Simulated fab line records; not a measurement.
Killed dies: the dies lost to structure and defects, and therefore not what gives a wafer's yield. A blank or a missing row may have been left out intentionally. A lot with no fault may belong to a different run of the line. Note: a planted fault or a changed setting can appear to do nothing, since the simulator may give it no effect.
A lot that was struck, set against a sound lot -- flow sky130 -- 21 steps out of a route of 708
Sound: the wafers L786.2, L786.3, L786.6. Struck: wafers L778.1, L778.2, L778.5. Last of all comes the cause.
Order at every step that has rows: each side's tool, ch and its chambers, its first start. Under that, the readings that differ: sound wafers -- struck wafers -- difference of the means -- sigmas: that difference in standard deviations of wafers without a fault.
alike: same words and numbers on both sides, and readings whose means sit less than 2 such deviations apart. not compared: any withheld reading, any reading some wafer has no value for, any bound like >300 that may hide the same value, and any number with overlapping values for which the record gives no deviation.
Wherever a step has rows on one side only, a row that says differs or no value, or a row with sigmas, the two part there. When numbers do not overlap yet have no deviation, they are printed without sigmas and do not part them. A reading that every wafer of one side lacks parts them only if that side has two wafers or more.

first, 1 step without rows for these wafers: SKY_POLY_GATE_OXIDATION_20 (stabilise 600 s, purge 300 s, target thk 4 nm).
SKY_POLY_GATE_THK_MEAS_21:
  sound on filmMetro-03, day 22 03:59; struck on filmMetro-02, day 19 00:53
  alike: POLY_GATE_OXIDATION_THK
SKY_POLY_GATE_CD_MEAS_22:
  sound on cdSem-01, day 22 04:04; struck on cdSem-02, day 19 00:56
  alike: cdNm
then, 7 steps without rows for these wafers: SKY_LDD_N_DEHYDRATE_00 (time 60 s); SKY_LDD_N_HMDS_01 (prime time 60 s); SKY_LDD_N_COAT_02 (resist thk 300 nm); SKY_LDD_N_SOFTBAKE_03 (time 60 s); SKY_LDD_N_EXPOSE_04 (exposes mask NTM, target cd 840 nm); SKY_LDD_N_PEB_05; SKY_LDD_N_DEVELOP_06 (develop time 60 s).
SKY_LDD_N_OVL_MEAS_07:
  sound on overlay-02, day 23 09:52; struck on overlay-02, day 20 07:31
  alike: LDD_N_OVL
after that, 1 step had no rows for these wafers: SKY_LDD_N_IMPLANT_08.
SKY_LDD_N_IMPLANT_09:
  sound on implanter-01 ch 0, day 23 10:04; struck on implanter-01, day 20 07:43
  no value came back on the struck wafers for beamEnergyKeV, beamOnS (s); on the sound wafers beamEnergyKeV reads 20.002 19.996 20.009
then, 6 steps without rows for these wafers: SKY_LDD_N_IMPLANT_10; SKY_LDD_N_IMPLANT_11; SKY_LDD_N_IMPLANT_12; SKY_LDD_N_IMPLANT_13; SKY_LDD_N_IMPLANT_14; SKY_LDD_N_IMPLANT_15.
SKY_LDD_N_STRIP_16: strips in O2/N2.
  sound on plasmaAsher-03 ch 0,1, day 23 11:05; struck on plasmaAsher-03 ch 0,1, day 20 08:46
reading,sound,struck,difference,sigmas
stripTimeToEndpointS (s),4.272 4.272 4.283,4.088 4.074 4.087,-0.193,-14
  alike: drypumpMotorCurrentA, oesProductAu
  not compared: rfHoursCounterH
SKY_LDD_N_TW_MEAS_17:
  sound on filmMetro-04, day 23 11:12; struck on filmMetro-04, day 20 08:52
reading,sound,struck,difference,sigmas
LDD_N_TW,2560 2554 2553,2420 2422 2418,-136,-8

WHERE THEY PART
At SKY_LDD_N_IMPLANT_09 first; at SKY_LDD_N_TW_MEAS_17 last (within this record only).

WHY: what had been put in by the simulator
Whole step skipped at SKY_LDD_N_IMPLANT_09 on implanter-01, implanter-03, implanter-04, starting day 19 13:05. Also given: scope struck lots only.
